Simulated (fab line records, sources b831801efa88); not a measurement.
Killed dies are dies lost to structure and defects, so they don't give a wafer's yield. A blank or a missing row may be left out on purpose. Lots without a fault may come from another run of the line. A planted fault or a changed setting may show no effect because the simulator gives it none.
Which tool did it? | flow sfq_line | 14 lots, 42 wafers sampled, at 6 steps of a route of 325

WHAT THE GAUGES READ, wafer by wafer
SFQ_M0_RS_MEAS_904: measures by four-point-probe. Usual: M0_NB_RS 0.893 ohm/sq, standard deviation 0.01.
lot  | measured    | on            | M0_NB_RS (ohm/sq)                   | flag
L466 | day 4 22:46 | film_metro-01 | 0.906 0.906 0.910                   |
L467 | day 5 01:10 | film_metro-01 | 0.884 0.884 0.893                   |
L469 | day 5 10:02 | film_metro-03 | 0.895 0.885 0.889                   |
L470 | day 5 11:06 | film_metro-01 | 0.886 0.877 0.898                   |
L472 | day 5 18:20 | film_metro-01 | 0.889 0.886 0.864                   |
L473 | day 5 20:45 | film_metro-02 | 0.898 0.899 0.906                   |
L476 | day 6 10:32 | film_metro-02 | 0.913 0.908 0.920                   |
L477 | day 6 14:44 | film_metro-02 | 0.907 0.905 0.903                   |
L478 | day 7 00:20 | film_metro-03 | 0.903 0.886 0.891                   |
L479 | day 7 06:23 | film_metro-03 | 0.899 0.884 0.890                   |
L480 | day 7 12:22 | film_metro-01 | 0.892 0.879 0.892                   |
L484 | day 8 07:30 | film_metro-02 | 0.899 0.888 0.895                   |
L485 | day 8 09:56 | film_metro-03 | 0.727 0.726 0.726 0.727 0.723 0.727 | OFF
L488 | day 9 15:31 | film_metro-01 | 0.717 0.726 0.724 0.719 0.726 0.723 | OFF

SFQ_I3_BOW_MEAS_922. Usual: I3_BOW 3 um, standard deviation 8.5.
lot  | measured     | on            | I3_BOW (um) | flag
L466 | day 37 06:03 | film_metro-02 | 2 2 2       |
L467 | day 37 12:03 | film_metro-02 | -4 5 -5     |
L469 | day 38 00:25 | film_metro-02 | 5 19 7      |
L470 | day 38 10:37 | film_metro-01 | -3 3 -7     |
L472 | day 39 00:29 | film_metro-02 | -7 11 -6    |
L473 | day 39 05:54 | film_metro-01 | 6 10 5      |
L476 | day 40 04:48 | film_metro-04 | -7 4 -3     |
L477 | day 40 10:56 | film_metro-04 | -4 5 7      |
L478 | day 40 22:56 | film_metro-01 | -5 -11 -5   |
L479 | day 41 20:34 | film_metro-01 | 3 11 10     |
L480 | day 42 06:24 | film_metro-01 | -1 0 0      |
L484 | day 44 12:30 | film_metro-02 | 2 -4 0      |
L485 | day 45 09:07 | film_metro-04 | 16 27 8     |
L488 | day 46 16:16 | film_metro-01 | 2 10 4      |

WHICH TOOL RAN EACH LOT (tool, then ch and the chambers of the sampled wafers, then the start)
lot  | SFQ_TRILAYER_M0_DEP_SPUTTER_019 | SFQ_TRILAYER_M0_ETCH_METAL_ETCH_024 | SFQ_TRILAYER_I0_VIA_BARC_OPEN_VIA_ETCH_046 | SFQ_TRILAYER_I1_DEP_PECVD_045
L466 | pvd_sputter-05, day 4 22:39     | rie_metal-02 ch 0,1, day 6 10:13    | rie_diel-03 ch 0,3, day 9 23:40            | pecvd-04 ch 0,2, day 13 07:50
L467 | pvd_sputter-03, day 5 01:03     | rie_metal-03 ch 1, day 6 11:31      | rie_diel-02 ch 1,2,3, day 10 00:52         | pecvd-01 ch 0,2, day 13 10:14
L469 | pvd_sputter-05, day 5 09:55     | rie_metal-04 ch 0,1, day 6 19:51    | rie_diel-01 ch 2,3, day 10 08:04           | pecvd-03 ch 0,2, day 13 18:38
L470 | pvd_sputter-03, day 5 10:57     | rie_metal-02 ch 0,1, day 6 21:03    | rie_diel-01 ch 0,3, day 10 11:40           | pecvd-01 ch 0,1,2, day 14 00:40
L472 | pvd_sputter-05, day 5 18:14     | rie_metal-03 ch 0,1, day 7 04:13    | rie_diel-02 ch 1,2,3, day 11 01:19         | pecvd-03 ch 0,1,2, day 14 16:14
L473 | pvd_sputter-05, day 5 20:38     | rie_metal-04 ch 1, day 7 07:49      | rie_diel-01 ch 1,2, day 11 06:07           | pecvd-01 ch 0,1, day 14 23:37
L476 | pvd_sputter-06, day 6 10:26     | rie_metal-04 ch 0,1, day 7 23:13    | rie_diel-01 ch 0,2, day 12 00:07           | pecvd-04 ch 0,1,2, day 15 22:14
L477 | pvd_sputter-06, day 6 14:38     | rie_metal-04 ch 0,1, day 8 04:11    | rie_diel-03 ch 0,2,3, day 12 05:40         | pecvd-03 ch 0,1,2, day 16 06:32
L478 | pvd_sputter-05, day 7 00:14     | rie_metal-03 ch 0,1, day 8 11:23    | rie_diel-03 ch 0,1, day 12 10:28           | pecvd-03 ch 0,2, day 16 11:20
L479 | pvd_sputter-06, day 7 06:15     | rie_metal-03 ch 0,1, day 8 16:13    | rie_diel-02 ch 2,3, day 12 16:28           | pecvd-03 ch 0,1, day 16 18:32
L480 | pvd_sputter-05, day 7 12:14     | rie_metal-02 ch 0,1, day 9 01:49    | rie_diel-02 ch 2,3, day 13 00:52           | pecvd-01 ch 0,2, day 17 05:38
L484 | pvd_sputter-06, day 8 07:24     | rie_metal-03 ch 0,1, day 10 05:42   | rie_diel-01 ch 1,3, day 14 08:04           | pecvd-03 ch 1,2, day 18 16:09
L485 | pvd_sputter-05, day 8 09:49     | rie_metal-04 ch 1, day 10 09:24     | rie_diel-01 ch 0,3, day 14 14:04           | pecvd-03 ch 0,1, day 19 01:19
L488 | pvd_sputter-05, day 9 15:23     | rie_metal-03 ch 0,1, day 11 04:32   | rie_diel-01 ch 1,3, day 15 10:34           | pecvd-01 ch 1,2, day 20 01:17
- SFQ_TRILAYER_M0_DEP_SPUTTER_019: material Nb, target thk 200 nm, time 133.3 s.
- SFQ_TRILAYER_M0_ETCH_METAL_ETCH_024: etches Nb in Cl2/Ar, stops on SiO2, target depth 240 nm, time 120 s.
- SFQ_TRILAYER_I0_VIA_BARC_OPEN_VIA_ETCH_046: etches BARC in O2, target depth 125 nm, time 41.7 s.
- SFQ_TRILAYER_I1_DEP_PECVD_045: deposits SiO2 from SiH4/N2O, time 111.11 s, target thk 500 nm.

WHAT THE TOOLS THEMSELVES READ (means of the sampled wafers that have a number; where no wafer has one, the mark that the record gives instead)
SFQ_TRILAYER_M0_DEP_SPUTTER_019. Usual: throttle_valve_pct 30.0 %, standard deviation 1.1.
lot  | tool           | throttle_valve_pct (%) | flag
L466 | pvd_sputter-05 | 30.3                   |
L467 | pvd_sputter-03 | 30.0                   |
L469 | pvd_sputter-05 | 30.0                   |
L470 | pvd_sputter-03 | 31.3                   |
L472 | pvd_sputter-05 | 29.8                   |
L473 | pvd_sputter-05 | 29.8                   |
L476 | pvd_sputter-06 | 29.4                   |
L477 | pvd_sputter-06 | 30.2                   |
L478 | pvd_sputter-05 | 29.0                   |
L479 | pvd_sputter-06 | 28.8                   |
L480 | pvd_sputter-05 | 30.8                   |
L484 | pvd_sputter-06 | 29.4                   |
L485 | pvd_sputter-05 | 30.7                   |
L488 | pvd_sputter-05 | 29.8                   |

SFQ_TRILAYER_M0_ETCH_METAL_ETCH_024. Usual: drypump_motor_current_A 5.89 A, standard deviation 0.28; oes_product_au 0.892 a.u., standard deviation 0.0068.
lot  | tool         | drypump_motor_current_A (A) | oes_product_au (a.u.) | flag
L466 | rie_metal-02 | 5.75                        | 0.885                 |
L467 | rie_metal-03 | 5.76                        | 0.891                 |
L469 | rie_metal-04 | 6.06                        | 0.885                 |
L470 | rie_metal-02 | 6.02                        | 0.895                 |
L472 | rie_metal-03 | 5.79                        | 0.902                 |
L473 | rie_metal-04 | 6.18                        | 0.891                 |
L476 | rie_metal-04 | 6.01                        | 0.880                 |
L477 | rie_metal-04 | 5.89                        | 0.888                 |
L478 | rie_metal-03 | 5.85                        | 0.890                 |
L479 | rie_metal-03 | 5.83                        | 0.893                 |
L480 | rie_metal-02 | 6.02                        | 0.894                 |
L484 | rie_metal-03 | 5.85                        | 0.890                 |
L485 | rie_metal-04 | 6.16                        | 0.991                 | OFF
L488 | rie_metal-03 | 5.87                        | 0.995                 | OFF

SFQ_TRILAYER_I0_VIA_BARC_OPEN_VIA_ETCH_046. Usual: drypump_motor_current_A 5.9 A, standard deviation 0.43; oes_product_au 0.685 a.u., standard deviation 0.0052.
lot  | tool        | drypump_motor_current_A (A) | oes_product_au (a.u.) | flag
L466 | rie_diel-03 | 5.4                         | 0.686                 |
L467 | rie_diel-02 | 5.7                         | 0.683                 |
L469 | rie_diel-01 | 6.2                         | 0.686                 |
L470 | rie_diel-01 | 6.3                         | 0.678                 |
L472 | rie_diel-02 | 5.7                         | 0.688                 |
L473 | rie_diel-01 | 5.7                         | 0.687                 |
L476 | rie_diel-01 | 5.8                         | 0.684                 |
L477 | rie_diel-03 | 5.6                         | 0.686                 |
L478 | rie_diel-03 | 5.7                         | 0.687                 |
L479 | rie_diel-02 | 5.9                         | 0.685                 |
L480 | rie_diel-02 | 5.9                         | 0.681                 |
L484 | rie_diel-01 | 6.3                         | 0.690                 |
L485 | rie_diel-01 | 6.3                         | 0.686                 |
L488 | rie_diel-01 | 6.2                         | 0.686                 |

SFQ_TRILAYER_I1_DEP_PECVD_045. Usual: heater_power_w 87 W, standard deviation 17; throttle_valve_pct 23.5 %, standard deviation 0.98.
lot  | tool     | heater_power_w (W) | throttle_valve_pct (%) | flag
L466 | pecvd-04 | 82                 | 23.9                   |
L467 | pecvd-01 | 89                 | 23.3                   |
L469 | pecvd-03 | 90                 | 23.7                   |
L470 | pecvd-01 | 97                 | 22.9                   |
L472 | pecvd-03 | 85                 | 23.6                   |
L473 | pecvd-01 | 94                 | 22.7                   |
L476 | pecvd-04 | 68                 | 25.0                   |
L477 | pecvd-03 | 82                 | 23.5                   |
L478 | pecvd-03 | 89                 | 23.7                   |
L479 | pecvd-03 | 73                 | 23.1                   |
L480 | pecvd-01 | 79                 | 23.5                   |
L484 | pecvd-03 | 82                 | 22.9                   |
L485 | pecvd-03 | 74                 | 24.1                   |
L488 | pecvd-01 | 109                | 23.4                   |

THE ANSWER, worked out from the rows above alone
Rule: a lot is off if the mean of its wafers that have a number lies more than 3 standard deviations from the usual mean. A lot without any number at a reading at which 4 lots or more have one is off too. The other lots that the step has rows for count as sound. The gauges are gone through in route order, then the tools' own readings, and for those a lot's mean is taken as printed above. The first step at which some lot is off is used, and at that step the reading that is off furthest; a lot without a number counts as furthest.
Off: L485, L488, at SFQ_M0_RS_MEAS_904 (M0_NB_RS).
A tool fits if, at a process step before that reading, it ran every lot that is off, and no sound lot after the first of them. The gauges at SFQ_M0_RS_MEAS_904 aren't tried: what is off there is off at SFQ_TRILAYER_M0_ETCH_METAL_ETCH_024 too, on other tools, and a gauge's error can't cause that. One fits: pvd_sputter-05 at SFQ_TRILAYER_M0_DEP_SPUTTER_019. Its last sound lot is L480 (day 7 12:14), its first lot that is off L485 (day 8 09:49): a fault that began between those two fits.

WHAT THE SIMULATOR HAD PUT IN
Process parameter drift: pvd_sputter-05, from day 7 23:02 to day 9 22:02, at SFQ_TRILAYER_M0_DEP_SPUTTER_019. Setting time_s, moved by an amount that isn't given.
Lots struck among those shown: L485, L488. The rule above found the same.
